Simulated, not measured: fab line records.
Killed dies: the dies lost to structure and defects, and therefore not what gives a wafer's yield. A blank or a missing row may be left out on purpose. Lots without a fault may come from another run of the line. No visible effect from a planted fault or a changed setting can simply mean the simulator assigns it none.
Which tool did it? :: flow gf180mcu :: 11 lots with 33 wafers sampled at 4 steps, on a route of 602 steps

WHAT EACH GAUGE READ, for each wafer
GF_V1_THK_MEAS_03.
lot: L930
measured: day 17 04:25
on: film metro-03
V1_CVD_02_THK (nm): 830 827 841

lot: L931
measured: day 17 12:01
on: film metro-01
V1_CVD_02_THK (nm): 855 857 860

lot: L933
measured: day 18 02:54
on: film metro-01
V1_CVD_02_THK (nm): 840 846 860

lot: L934
measured: day 18 21:18
on: film metro-01
V1_CVD_02_THK (nm): 844 837 849

lot: L935
measured: day 18 21:35
on: film metro-03
V1_CVD_02_THK (nm): 834 867 842

lot: L939
measured: day 20 12:07
on: film metro-03
V1_CVD_02_THK (nm): 846 865 866

lot: L941
measured: day 21 04:26
on: film metro-02
V1_CVD_02_THK (nm): 845 856 871

lot: L946
measured: day 23 07:58
on: film metro-02
V1_CVD_02_THK (nm): 836 845 847

lot: L950
measured: day 24 16:17
on: film metro-01
V1_CVD_02_THK (nm): 826 853 841

lot: L951
measured: day 24 23:54
on: film metro-02
V1_CVD_02_THK (nm): 846 836 833

lot: L953
measured: day 25 14:45
on: film metro-01
V1_CVD_02_THK (nm): 857 845 863

GF_V1_RS_MEAS_24: uses a four-point probe to measure.
lot: L930
measured: day 18 04:13
on: film metro-01
V1_W_RS (ohm/sq): 0.327 0.331 0.334

lot: L931
measured: day 18 12:17
on: film metro-02
V1_W_RS (ohm/sq): 0.330 0.332 0.330

lot: L933
measured: day 19 04:04
on: film metro-03
V1_W_RS (ohm/sq): 0.334 0.326 0.335

lot: L934
measured: day 19 23:15
on: film metro-01
V1_W_RS (ohm/sq): 0.332 0.328 0.327

lot: L935
measured: day 19 23:25
on: film metro-03
V1_W_RS (ohm/sq): 0.328 0.325 0.326

lot: L939
measured: day 21 13:13
on: film metro-01
V1_W_RS (ohm/sq): 0.325 0.332 0.329

lot: L941
measured: day 22 04:55
on: film metro-03
V1_W_RS (ohm/sq): 0.326 0.437 0.326

lot: L946
measured: day 24 07:36
on: film metro-01
V1_W_RS (ohm/sq): 0.327 0.325 0.328

lot: L950
measured: day 25 15:14
on: film metro-03
V1_W_RS (ohm/sq): 0.330 0.326 0.328

lot: L951
measured: day 25 22:50
on: film metro-02
V1_W_RS (ohm/sq): 0.336 0.337 0.330

lot: L953
measured: day 26 13:28
on: film metro-02
V1_W_RS (ohm/sq): 0.330 0.327 0.329

GF_V1_THK_MEAS_25: measures by xrf.
lot: L930
measured: day 18 04:20
on: film metro-01
V1_W_THK (nm): 355 349 346

lot: L931
measured: day 18 12:23
on: film metro-02
V1_W_THK (nm): 340 339 341

lot: L933
measured: day 19 04:11
on: film metro-03
V1_W_THK (nm): 338 346 338

lot: L934
measured: day 19 23:22
on: film metro-01
V1_W_THK (nm): 347 352 353

lot: L935
measured: day 19 23:32
on: film metro-03
V1_W_THK (nm): 345 348 348

lot: L939
measured: day 21 13:19
on: film metro-01
V1_W_THK (nm): 360 353 356

lot: L941
measured: day 22 05:02
on: film metro-03
V1_W_THK (nm): 346 258 343

lot: L946
measured: day 24 07:42
on: film metro-01
V1_W_THK (nm): 356 360 355

lot: L950
measured: day 25 15:20
on: film metro-03
V1_W_THK (nm): 340 342 340

lot: L951
measured: day 25 22:57
on: film metro-02
V1_W_THK (nm): 338 337 344

lot: L953
measured: day 26 13:35
on: film metro-02
V1_W_THK (nm): 343 347 345

EACH LOT AND THE TOOL THAT RAN IT (in order: tool; ch and the chambers of the sampled wafers; start)
lot: L930
GF_V1_CVD_23: cvd w-01 ch 0,1, day 18 04:06

lot: L931
GF_V1_CVD_23: cvd w-01 ch 0,1, day 18 12:11

lot: L933
GF_V1_CVD_23: cvd w-02 ch 0,1, day 19 03:58

lot: L934
GF_V1_CVD_23: cvd w-02 ch 0,1, day 19 23:08

lot: L935
GF_V1_CVD_23: cvd w-01 ch 0,1, day 19 23:18

lot: L939
GF_V1_CVD_23: cvd w-01 ch 0,1, day 21 13:07

lot: L941
GF_V1_CVD_23: cvd w-02 ch 0,1, day 22 04:47

lot: L946
GF_V1_CVD_23: cvd w-01 ch 0,1, day 24 07:29

lot: L950
GF_V1_CVD_23: cvd w-01 ch 0,1, day 25 15:06

lot: L951
GF_V1_CVD_23: cvd w-01 ch 0,1, day 25 22:43

lot: L953
GF_V1_CVD_23: cvd w-02 ch 0,1, day 26 13:20
- GF_V1_CVD_23: deposits W, target thk 350 nm, time 105.05 s.

WHAT THE TOOLS THEMSELVES READ (means of the sampled wafers that have a number; where no wafer has one, the mark that the record gives instead)
GF_V1_CVD_23.
lot: L930
tool: cvd w-01
heater power w (W): 834
susceptor temp C (C): 400.10

lot: L931
tool: cvd w-01
heater power w (W): 797
susceptor temp C (C): 400.16

lot: L933
tool: cvd w-02
heater power w (W): 746
susceptor temp C (C): 400.01

lot: L934
tool: cvd w-02
heater power w (W): 766
susceptor temp C (C): 399.81

lot: L935
tool: cvd w-01
heater power w (W): 783
susceptor temp C (C): 400.09

lot: L939
tool: cvd w-01
heater power w (W): 798
susceptor temp C (C): 399.98

lot: L941
tool: cvd w-02
heater power w (W): 776
susceptor temp C (C): 400.23

lot: L946
tool: cvd w-01
heater power w (W): 805
susceptor temp C (C): 399.94

lot: L950
tool: cvd w-01
heater power w (W): 845
susceptor temp C (C): 399.87

lot: L951
tool: cvd w-01
heater power w (W): 839
susceptor temp C (C): 399.90

lot: L953
tool: cvd w-02
heater power w (W): 772
susceptor temp C (C): 399.87

THE ANSWER, worked out from the rows above alone
Rule: usual is defined by the lots themselves. The widest of any qualifying gaps counts: lots, ordered by their means at a reading, are off when they make up no more than a third of the lots, leave a main group of 4 or more, and stand apart from it by 3 or more times the standard deviation of that group's means. The tables above print the reading to a certain number of digits; a main group whose means all agree to those digits is not used. A lot without any number at a reading at which 4 lots or more have one is off too. The other lots that the step has rows for count as sound. The gauges are gone through in route order, then the tools' own readings, and for those a lot's mean is taken as printed above. At the first step where some lot is off, the reading lying furthest off is the one used; lots without a number count as furthest.
Off: at GF_V1_RS_MEAS_24 (V1_W_RS), L941. The main group has a mean of 0.329 ohm/sq with a standard deviation of 0.0023.
A tool fits if, at a process step before that reading, it ran every lot that is off, and no sound lot after the first of them. Gauges at GF_V1_RS_MEAS_24: tried the same way as those tools. Of those tried, none fits.

WHAT THE SIMULATOR HAD INSERTED
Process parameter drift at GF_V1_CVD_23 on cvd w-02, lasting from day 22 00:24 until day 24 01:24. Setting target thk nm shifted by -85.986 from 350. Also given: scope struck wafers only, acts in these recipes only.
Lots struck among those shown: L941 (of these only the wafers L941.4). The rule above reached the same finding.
